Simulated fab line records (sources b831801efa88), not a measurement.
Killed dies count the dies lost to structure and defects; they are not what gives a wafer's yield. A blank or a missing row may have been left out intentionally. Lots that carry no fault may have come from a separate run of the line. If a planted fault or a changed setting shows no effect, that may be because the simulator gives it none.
fab line records / flow sky130
record: lots: 14 wafers: 42 last-day: 50
route steps=708 shown METAL2@501 PAD_OPEN@708
lots with no fault: from the same line, run without faults
start-h: start of the lot's first displayed wafer, in hours after the record's first day / wait-h: how many hours have passed since the lot's step before this one / " as in the row above / L1.1+2: a single row standing in for several wafers / - value missing, or start not given / * or withheld: withheld / < > ~ a bound
route shown NAME@n: NAME is a module with steps in the file, n the number in the route of the first one / usual: mean/standard deviation taken from wafers without a fault / same: alike in all rows / chamber/n: place in a boat / sites: readings site by site / _std_site: standard deviation across them / _edge_site: inner sites' mean taken away from outer sites' mean / radius-mm: how far each site lies from the wafer's centre / mask NAME#n: copy n / behind: the last tool/chamber to shape the wafer / hold: reason for holding the lot/hours on hold/outcome of the hold / device: transistor that didn't switch, given as n, p or np / end of line: the route-end tests of the same wafers / where a step has no rows: the recipe by itself / killed: dies that structure and defects cost at the first sort, which is not the same as the wafer's yield / map: a wafer's dies, x killed, . not, _ none there
set.NAME: the run value of the setting; set.NAME@STEP: its run value at that earlier step / model.NAME: the simulator's own value behind a step, which no gauge read
steps of the route over a sample of lots; a table a step, a row a wafer
services: when a tool's chamber went out of use (start-h, in hours from the record's first day, below 0 if earlier), for how many hours, and the reason
== steps ==
step: SKY_METAL2_ETCH_18
recipe: chemistry: N2/H2 target: BARC ion-energy-ev: 200 bias-w: 100 pressure-mtorr: 30 n2-flow-sccm: 100 h2-flow-sccm: 200 icp-w: 500 stop-on: SiO2 time-s: 45.9 target-depth-a: 600
usual: drypump-motor-current-A: 5.8/0.5 oes-product-au: 0.856/0.0042 rf-fwd-power-W: 495.9/1.8 throttle-valve-pct: 13.225/0.0091
lot.wafer=L189.4 tool=rie-metal-02 chamber=0 start-h=817.83 wait-h=0.0 drypump-motor-current-A=5.0 oes-product-au=0.860 rf-fwd-power-W=496.8 rf-hours-counter-h=- throttle-valve-pct=13.226
lot.wafer=L189.5 tool=rie-metal-02 chamber=0 start-h=817.83 wait-h=0.0 drypump-motor-current-A=5.0 oes-product-au=0.857 rf-fwd-power-W=494.2 rf-hours-counter-h=- throttle-valve-pct=13.220
lot.wafer=L189.6 tool=rie-metal-02 chamber=1 start-h=817.83 wait-h=0.0 drypump-motor-current-A=5.4 oes-product-au=0.851 rf-fwd-power-W=494.9 rf-hours-counter-h=- throttle-valve-pct=13.229
lot.wafer=L191.1 tool=rie-metal-01 chamber=1 start-h=831.68 wait-h=0.0 drypump-motor-current-A=6.5 oes-product-au=0.860 rf-fwd-power-W=496.0 rf-hours-counter-h=15 throttle-valve-pct=13.226
lot.wafer=L191.5 tool=rie-metal-01 chamber=0 start-h=831.68 wait-h=0.0 drypump-motor-current-A=5.7 oes-product-au=0.857 rf-fwd-power-W=497.2 rf-hours-counter-h=- throttle-valve-pct=13.213
lot.wafer=L191.6 tool=rie-metal-01 chamber=1 start-h=831.68 wait-h=0.0 drypump-motor-current-A=6.5 oes-product-au=0.861 rf-fwd-power-W=495.5 rf-hours-counter-h=- throttle-valve-pct=13.236
lot.wafer=L190.1 tool=rie-metal-04 chamber=0 start-h=833.87 wait-h=0.0 drypump-motor-current-A=6.2 oes-product-au=0.860 rf-fwd-power-W=493.0 rf-hours-counter-h=7 throttle-valve-pct=13.222
lot.wafer=L190.4 tool=rie-metal-04 chamber=1 start-h=833.87 wait-h=0.0 drypump-motor-current-A=5.3 oes-product-au=0.854 rf-fwd-power-W=495.7 rf-hours-counter-h=- throttle-valve-pct=13.242
lot.wafer=L190.5 tool=rie-metal-04 chamber=1 start-h=833.87 wait-h=0.0 drypump-motor-current-A=5.3 oes-product-au=0.860 rf-fwd-power-W=494.6 rf-hours-counter-h=- throttle-valve-pct=13.229
lot.wafer=L192.1 tool=rie-metal-01 chamber=1 start-h=843.96 wait-h=0.0 drypump-motor-current-A=6.5 oes-product-au=0.863 rf-fwd-power-W=495.5 rf-hours-counter-h=16 throttle-valve-pct=13.216
lot.wafer=L192.3 tool=rie-metal-01 chamber=1 start-h=843.96 wait-h=0.0 drypump-motor-current-A=6.5 oes-product-au=0.858 rf-fwd-power-W=494.3 rf-hours-counter-h=- throttle-valve-pct=13.228
lot.wafer=L192.5 tool=rie-metal-01 chamber=1 start-h=843.96 wait-h=0.0 drypump-motor-current-A=6.5 oes-product-au=0.854 rf-fwd-power-W=495.7 rf-hours-counter-h=- throttle-valve-pct=13.229
lot.wafer=L193.2 tool=rie-metal-04 chamber=1 start-h=848.22 wait-h=0.0 drypump-motor-current-A=5.3 oes-product-au=0.858 rf-fwd-power-W=495.9 rf-hours-counter-h=12 throttle-valve-pct=13.219
lot.wafer=L193.4 tool=rie-metal-04 chamber=0 start-h=848.22 wait-h=0.0 drypump-motor-current-A=6.2 oes-product-au=0.855 rf-fwd-power-W=492.1 rf-hours-counter-h=- throttle-valve-pct=13.235
lot.wafer=L193.5 tool=rie-metal-04 chamber=0 start-h=848.22 wait-h=0.0 drypump-motor-current-A=6.1 oes-product-au=0.848 rf-fwd-power-W=494.8 rf-hours-counter-h=- throttle-valve-pct=13.227
lot.wafer=L198.1 tool=rie-metal-01 chamber=0 start-h=892.15 wait-h=0.1 drypump-motor-current-A=5.7 oes-product-au=0.855 rf-fwd-power-W=498.3 rf-hours-counter-h=7 throttle-valve-pct=13.216
lot.wafer=L198.2 tool=rie-metal-01 chamber=0 start-h=892.15 wait-h=0.1 drypump-motor-current-A=5.7 oes-product-au=0.858 rf-fwd-power-W=495.1 rf-hours-counter-h=- throttle-valve-pct=13.209
lot.wafer=L198.3 tool=rie-metal-01 chamber=0 start-h=892.15 wait-h=0.1 drypump-motor-current-A=5.7 oes-product-au=0.850 rf-fwd-power-W=498.1 rf-hours-counter-h=- throttle-valve-pct=13.227
lot.wafer=L201.2 tool=rie-metal-04 chamber=0 start-h=908.47 wait-h=0.0 drypump-motor-current-A=6.1 oes-product-au=0.855 rf-fwd-power-W=572.2 rf-hours-counter-h=11 throttle-valve-pct=13.229
lot.wafer=L201.3 tool=rie-metal-04 chamber=1 start-h=908.47 wait-h=0.0 drypump-motor-current-A=5.3 oes-product-au=0.857 rf-fwd-power-W=495.1 rf-hours-counter-h=- throttle-valve-pct=13.229
lot.wafer=L201.4 tool=rie-metal-04 chamber=0 start-h=908.47 wait-h=0.0 drypump-motor-current-A=6.1 oes-product-au=0.853 rf-fwd-power-W=575.2 rf-hours-counter-h=- throttle-valve-pct=13.230
lot.wafer=L203.1 tool=rie-metal-04 chamber=0 start-h=924.92 wait-h=0.0 drypump-motor-current-A=6.2 oes-product-au=0.861 rf-fwd-power-W=572.3 rf-hours-counter-h=11 throttle-valve-pct=13.244
lot.wafer=L203.5 tool=rie-metal-04 chamber=1 start-h=924.92 wait-h=0.0 drypump-motor-current-A=5.3 oes-product-au=0.856 rf-fwd-power-W=496.1 rf-hours-counter-h=- throttle-valve-pct=13.221
lot.wafer=L203.6 tool=rie-metal-04 chamber=0 start-h=924.92 wait-h=0.0 drypump-motor-current-A=6.2 oes-product-au=0.860 rf-fwd-power-W=574.8 rf-hours-counter-h=- throttle-valve-pct=13.228
lot.wafer=L204.2 tool=rie-metal-01 chamber=1 start-h=935.12 wait-h=0.0 drypump-motor-current-A=6.5 oes-product-au=0.859 rf-fwd-power-W=494.9 rf-hours-counter-h=2 throttle-valve-pct=13.235
lot.wafer=L204.4 tool=rie-metal-01 chamber=1 start-h=935.12 wait-h=0.0 drypump-motor-current-A=6.6 oes-product-au=0.858 rf-fwd-power-W=497.1 rf-hours-counter-h=- throttle-valve-pct=13.227
lot.wafer=L204.6 tool=rie-metal-01 chamber=1 start-h=935.12 wait-h=0.0 drypump-motor-current-A=6.5 oes-product-au=0.855 rf-fwd-power-W=496.2 rf-hours-counter-h=- throttle-valve-pct=13.237
lot.wafer=L208.2 tool=rie-metal-02 chamber=1 start-h=957.29 wait-h=0.0 drypump-motor-current-A=5.4 oes-product-au=0.850 rf-fwd-power-W=494.2 rf-hours-counter-h=4 throttle-valve-pct=13.229
lot.wafer=L208.4 tool=rie-metal-02 chamber=1 start-h=957.29 wait-h=0.0 drypump-motor-current-A=5.4 oes-product-au=0.861 rf-fwd-power-W=494.4 rf-hours-counter-h=- throttle-valve-pct=13.217
lot.wafer=L208.5 tool=rie-metal-02 chamber=0 start-h=957.29 wait-h=0.0 drypump-motor-current-A=5.0 oes-product-au=0.856 rf-fwd-power-W=496.2 rf-hours-counter-h=- throttle-valve-pct=13.221
lot.wafer=L209.1 tool=rie-metal-01 chamber=1 start-h=967.77 wait-h=0.0 drypump-motor-current-A=6.5 oes-product-au=0.846 rf-fwd-power-W=495.6 rf-hours-counter-h=4 throttle-valve-pct=13.221
lot.wafer=L209.3 tool=rie-metal-01 chamber=0 start-h=967.77 wait-h=0.0 drypump-motor-current-A=5.7 oes-product-au=0.860 rf-fwd-power-W=498.2 rf-hours-counter-h=- throttle-valve-pct=13.209
lot.wafer=L209.4 tool=rie-metal-01 chamber=1 start-h=967.77 wait-h=0.0 drypump-motor-current-A=6.5 oes-product-au=0.861 rf-fwd-power-W=495.6 rf-hours-counter-h=- throttle-valve-pct=13.221
lot.wafer=L210.4 tool=rie-metal-01 chamber=1 start-h=975.99 wait-h=0.0 drypump-motor-current-A=6.5 oes-product-au=0.857 rf-fwd-power-W=498.6 rf-hours-counter-h=- throttle-valve-pct=13.210
lot.wafer=L210.5 tool=rie-metal-01 chamber=0 start-h=975.99 wait-h=0.0 drypump-motor-current-A=5.7 oes-product-au=0.861 rf-fwd-power-W=494.7 rf-hours-counter-h=- throttle-valve-pct=13.223
lot.wafer=L210.6 tool=rie-metal-01 chamber=1 start-h=975.99 wait-h=0.0 drypump-motor-current-A=6.5 oes-product-au=0.868 rf-fwd-power-W=496.7 rf-hours-counter-h=- throttle-valve-pct=13.231
lot.wafer=L211.1 tool=rie-metal-02 chamber=1 start-h=981.94 wait-h=0.0 drypump-motor-current-A=5.4 oes-product-au=0.858 rf-fwd-power-W=497.9 rf-hours-counter-h=5 throttle-valve-pct=13.223
lot.wafer=L211.4 tool=rie-metal-02 chamber=0 start-h=981.94 wait-h=0.0 drypump-motor-current-A=5.1 oes-product-au=0.855 rf-fwd-power-W=494.1 rf-hours-counter-h=- throttle-valve-pct=13.236
lot.wafer=L211.6 tool=rie-metal-02 chamber=1 start-h=981.94 wait-h=0.0 drypump-motor-current-A=5.4 oes-product-au=0.858 rf-fwd-power-W=496.9 rf-hours-counter-h=- throttle-valve-pct=13.231
lot.wafer=L212.1 tool=rie-metal-01 chamber=1 start-h=984.37 wait-h=0.0 drypump-motor-current-A=6.5 oes-product-au=0.862 rf-fwd-power-W=498.2 rf-hours-counter-h=5 throttle-valve-pct=13.211
lot.wafer=L212.4 tool=rie-metal-01 chamber=1 start-h=984.37 wait-h=0.0 drypump-motor-current-A=6.6 oes-product-au=0.860 rf-fwd-power-W=499.7 rf-hours-counter-h=- throttle-valve-pct=13.235
lot.wafer=L212.6 tool=rie-metal-01 chamber=0 start-h=984.37 wait-h=0.0 drypump-motor-current-A=5.7 oes-product-au=0.854 rf-fwd-power-W=500.8 rf-hours-counter-h=- throttle-valve-pct=13.228
step: SKY_PAD_OPEN_PROBE_99
usual: defect-limited-yield: 82.8/2 killed_at_M0_to_M3: 42/7.3 killed_at_M4_up: 3.2/1.8 killed-at-contacts: 25/5.2 killed-at-front-end: 15/4.6 killed-at-other: 0.3/0.62 killed-dies: 85/9.9 killed-open: 46/7.1 killed-short: 38/5.7 sort_bin_3_pad_short: 0.9/0.42 sort_bin_5_function: 10.0/1.5 sort_bin_6_memory: 6.3/1.2 sort-n-pass: 407/9.9 sort-yield-pct: 82.8/2
same: gross-dies: 492 killed-at-back-side: 0 sort_bin_4_leakage[%]: 0 sort_bin_8_speed[%]: 0
lot.wafer=L198.1 tool=prober-01 chamber=- start-h=1132.22 wait-h=0.1 defect-limited-yield[%]=79.9 killed_at_M0_to_M3=44 killed_at_M4_up=6 killed-at-contacts=28 killed-at-front-end=21 killed-at-other=0 killed-dies=99 killed-open=56 killed-short=43 sort_bin_3_pad_short[%]=0.4 sort_bin_5_function[%]=12.0 sort_bin_6_memory[%]=7.7 sort-n-pass=393 sort-yield-pct[%]=79.9
lot.wafer=L198.2 tool=prober-01 chamber=- start-h=1132.27 wait-h=0.1 defect-limited-yield[%]=81.7 killed_at_M0_to_M3=43 killed_at_M4_up=4 killed-at-contacts=29 killed-at-front-end=14 killed-at-other=0 killed-dies=90 killed-open=47 killed-short=43 sort_bin_3_pad_short[%]=0.4 sort_bin_5_function[%]=11.6 sort_bin_6_memory[%]=6.3 sort-n-pass=402 sort-yield-pct[%]=81.7
lot.wafer=L198.3 tool=prober-01 chamber=- start-h=1132.32 wait-h=0.2 defect-limited-yield[%]=83.1 killed_at_M0_to_M3=42 killed_at_M4_up=3 killed-at-contacts=29 killed-at-front-end=9 killed-at-other=0 killed-dies=83 killed-open=34 killed-short=49 sort_bin_3_pad_short[%]=0.6 sort_bin_5_function[%]=10.0 sort_bin_6_memory[%]=6.3 sort-n-pass=409 sort-yield-pct[%]=83.1
lot.wafer=L201.2 tool=prober-02 chamber=- start-h=1143.04 wait-h=0.1 defect-limited-yield[%]=82.9 killed_at_M0_to_M3=40 killed_at_M4_up=4 killed-at-contacts=28 killed-at-front-end=12 killed-at-other=0 killed-dies=84 killed-open=47 killed-short=37 sort_bin_3_pad_short[%]=0.4 sort_bin_5_function[%]=9.1 sort_bin_6_memory[%]=7.5 sort-n-pass=408 sort-yield-pct[%]=82.9
lot.wafer=L201.3 tool=prober-02 chamber=- start-h=1143.09 wait-h=0.2 defect-limited-yield[%]=85.0 killed_at_M0_to_M3=32 killed_at_M4_up=4 killed-at-contacts=26 killed-at-front-end=12 killed-at-other=0 killed-dies=74 killed-open=34 killed-short=40 sort_bin_3_pad_short[%]=1.0 sort_bin_5_function[%]=8.9 sort_bin_6_memory[%]=5.1 sort-n-pass=418 sort-yield-pct[%]=85.0
lot.wafer=L201.4 tool=prober-02 chamber=- start-h=1143.14 wait-h=0.2 defect-limited-yield[%]=85.2 killed_at_M0_to_M3=28 killed_at_M4_up=7 killed-at-contacts=23 killed-at-front-end=13 killed-at-other=2 killed-dies=73 killed-open=38 killed-short=35 sort_bin_3_pad_short[%]=1.2 sort_bin_5_function[%]=9.1 sort_bin_6_memory[%]=4.5 sort-n-pass=419 sort-yield-pct[%]=85.2
lot.wafer=L203.6 tool=prober-02 chamber=- start-h=1155.17 wait-h=0.2 defect-limited-yield[%]=85.0 killed_at_M0_to_M3=42 killed_at_M4_up=3 killed-at-contacts=25 killed-at-front-end=4 killed-at-other=0 killed-dies=74 killed-open=32 killed-short=42 sort_bin_3_pad_short[%]=0.6 sort_bin_5_function[%]=8.3 sort_bin_6_memory[%]=6.1 sort-n-pass=418 sort-yield-pct[%]=85.0
killed by level:class
L198.1 VIA1:geometric-particle:open=13 CONTACT:geometric-particle:open=9 METAL1:geometric-particle:short=8 FIELD_ISO:geometric-particle:open=6 LI_CONTACT:geometric-particle:open=6 VIA2:geometric-particle:open=6 POLY_GATE:geometric-particle:short=5 VIA3:geometric-particle:open=5
L198.2 LI_CONTACT:geometric-particle:open=9 CONTACT:geometric-particle:open=9 VIA2:geometric-particle:open=8 VIA2:geometric-particle:short=7 VIA3:geometric-particle:open=7 VIA1:geometric-particle:short=6 POLY_GATE:geometric-particle:open=6 LOCAL_INTERCONNECT:geometric-particle:short=6
L198.3 VIA1:geometric-particle:open=11 CONTACT:geometric-particle:open=10 LOCAL_INTERCONNECT:geometric-particle:short=8 METAL2:geometric-particle:short=8 CONTACT:geometric-particle:short=7 METAL1:geometric-particle:short=6 VIA1:geometric-particle:short=5 VIA2:geometric-particle:open=5
L201.2 LI_CONTACT:geometric-particle:open=10 CONTACT:geometric-particle:open=10 METAL1:geometric-particle:short=7 VIA2:geometric-particle:open=7 VIA3:geometric-particle:open=6 FIELD_ISO:geometric-particle:open=5 VIA2:geometric-particle:short=5 METAL2:geometric-particle:short=4
L201.3 VIA3:geometric-particle:open=8 LI_CONTACT:geometric-particle:open=8 METAL2:geometric-particle:short=6 CONTACT:geometric-particle:short=5 CONTACT:geometric-particle:open=5 VIA2:geometric-particle:short=5 FIELD_ISO:geometric-particle:short=4 LI_CONTACT:geometric-particle:short=4
L201.4 CONTACT:geometric-particle:open=10 LI_CONTACT:geometric-particle:open=8 VIA3:geometric-particle:open=7 VIA1:geometric-particle:open=6 METAL2:geometric-particle:short=6 METAL4:geometric-particle:short=6 POLY_GATE:geometric-particle:short=5 FIELD_ISO:geometric-particle:short=4
L203.6 VIA1:geometric-particle:open=9 LI_CONTACT:geometric-particle:short=8 METAL1:geometric-particle:short=7 CONTACT:geometric-particle:open=7 LI_CONTACT:geometric-particle:open=6 METAL2:geometric-particle:short=6 VIA2:geometric-particle:open=5 METAL3:geometric-particle:short=4
== services ==
tool=rie-metal-02 chamber=1 start-h=866.53 hours=- kind=clean
tool=rie-metal-02 chamber=1 start-h=866.53 hours=15.4 kind=scheduled-down
tool=rie-metal-02 chamber=1 start-h=866.53 hours=15.4 kind=vent-cycle
tool=rie-metal-01 chamber=1 start-h=877.61 hours=- kind=clean
tool=rie-metal-01 chamber=1 start-h=877.61 hours=14.5 kind=scheduled-down
tool=rie-metal-01 chamber=1 start-h=877.61 hours=14.5 kind=vent-cycle
== key ==
first-sign: step: SKY_METAL2_ETCH_18 reading: rf-fwd-power-W direction: up sigmas: 43 usual: 495.9 struck: 573.6
effect none on later readings
met-at SKY_METAL2_ETCH_18
struck-lots L201,L203
struck-wafers L201.2,L201.4,L203.1,L203.6
onset-between 848.22 908.47
fault: kind: process-parameter-drift tool: rie-metal-04 chamber: 0 onset-h: 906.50 steps: SKY_METAL2_ETCH_18 channel: icp-w offset: 80 shape: step end-h: 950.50 acts-in: these-recipes-only stated: 500
